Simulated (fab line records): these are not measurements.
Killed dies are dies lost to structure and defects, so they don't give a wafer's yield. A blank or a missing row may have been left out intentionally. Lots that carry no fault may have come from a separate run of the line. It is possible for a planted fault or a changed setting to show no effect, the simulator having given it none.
8D (eight disciplines) problem report, filled in by code + flow sky130 + the parts of the form that need people (team, actions taken, sign-off) are left out

== 1. PROBLEM STATEMENT ==
rf_fwd_power_W at SKY_SONOS_ONO_ETCH_15 reads a mean of 687 W on 3 wafers of 2 lots; wafers without a fault read 589 W with a standard deviation of 3.1. Measured from the usual mean, that is +32 standard deviations.
The step: etches the open film in CHF3/O2, target depth 19.52 nm, time 7.8 s.
The first sign was on wafer L822.3 at day 17 20:59, on rie_diel-01. The record holds 39 wafers of 13 lots with a number at this step. Rule for "out" (also "out of limits"): further than 4 standard deviations from the usual mean. The other wafers with a number count as sound.

== 2. WHAT IT IS, AND WHAT IT ISN'T ==
| question                    | is                     | is not                                                                                 |
|-----------------------------|------------------------|----------------------------------------------------------------------------------------|
| which readings at this step | rf_fwd_power_W         | O2_flow_sccm, drypump_motor_current_A, throttle_valve_pct                              |
| which lots                  | L822, L823             | L807, L809, L810, L811, L812, L813, L815, L816, L825, L827, L828                       |
| which wafers of those lots  | L822.3, L822.5, L823.4 | L822.4, L823.2, L823.3                                                                 |
| read on which tools         | rie_diel-01            | rie_diel-03, rie_diel-04                                                               |
| when                        | from day 17 20:59      | up to then (25 sound wafers); but 11 sound wafers of L823, L825, L827, L828 came after |

== 3. THE SUSPECTS, EACH WITH WHAT RULES IT OUT ==
Counting: a tool at a process step up to the reading stays a suspect if it ran every lot that is out. Sound lots after the first of them don't rule it out here, since some wafers of a struck lot are sound.
- rie_diel-01 at SKY_SONOS_ONO_ETCH_15 (etches the open film in CHF3/O2, target depth 19.52 nm, time 7.8 s): kept. It ran every lot that is out, first L822 (day 17 20:59); its last sound lot up to then is L811 (day 14 03:41). On those wafers its own readings are out: rf_fwd_power_W.
- Within rie_diel-01 at SKY_SONOS_ONO_ETCH_15: the wafers that are out ran in chamber 3; their sound lot-mates ran in chambers 1, 2.
The count leaves rie_diel-01 at SKY_SONOS_ONO_ETCH_15.

== 4. THE CAUSE (what the simulator had put in) ==
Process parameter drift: rie_diel-01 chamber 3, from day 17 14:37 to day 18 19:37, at SKY_SONOS_ONO_ETCH_15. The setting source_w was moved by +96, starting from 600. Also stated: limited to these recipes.
The count eliminated every tool but this one.

== 5. SEQUENCE OF EFFECTS, ordered by route ==
One row per reading whose mean, taken over the struck wafers that have a number, lies over 3 standard deviations from the usual. Only readings for which the record gives a usual standard deviation are gone through. hours: the time from each lot's start at the first step in this table that gives one to its start at this step, as a median over the lots. sigmas: the change in usual standard deviations.
| hours | step                  | reading        | usual      | on struck wafers | change | sigmas |
|-------|-----------------------|----------------|------------|------------------|--------|--------|
| 0     | SKY_SONOS_ONO_ETCH_15 | oes_product_au | 1.003 a.u. | 1.043            | +0.040 | +4.6   |
| 0     | SKY_SONOS_ONO_ETCH_15 | rf_fwd_power_W | 589 W      | 687              | +98    | +32    |
Its process steps:
- SKY_SONOS_ONO_ETCH_15: etches the open film in CHF3/O2, target depth 19.52 nm, time 7.8 s.
At these later measuring or inspecting steps, every struck wafer for which the step has a row has a number for every such reading, and none has moved that far: SKY_POLY_GATE_THK_MEAS_04.

== 6. HOW IT WOULD HAVE BEEN CAUGHT EARLIER ==
First out-of-limits reading in this record: day 17 20:59, which is 6 hours after fault onset at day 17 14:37.
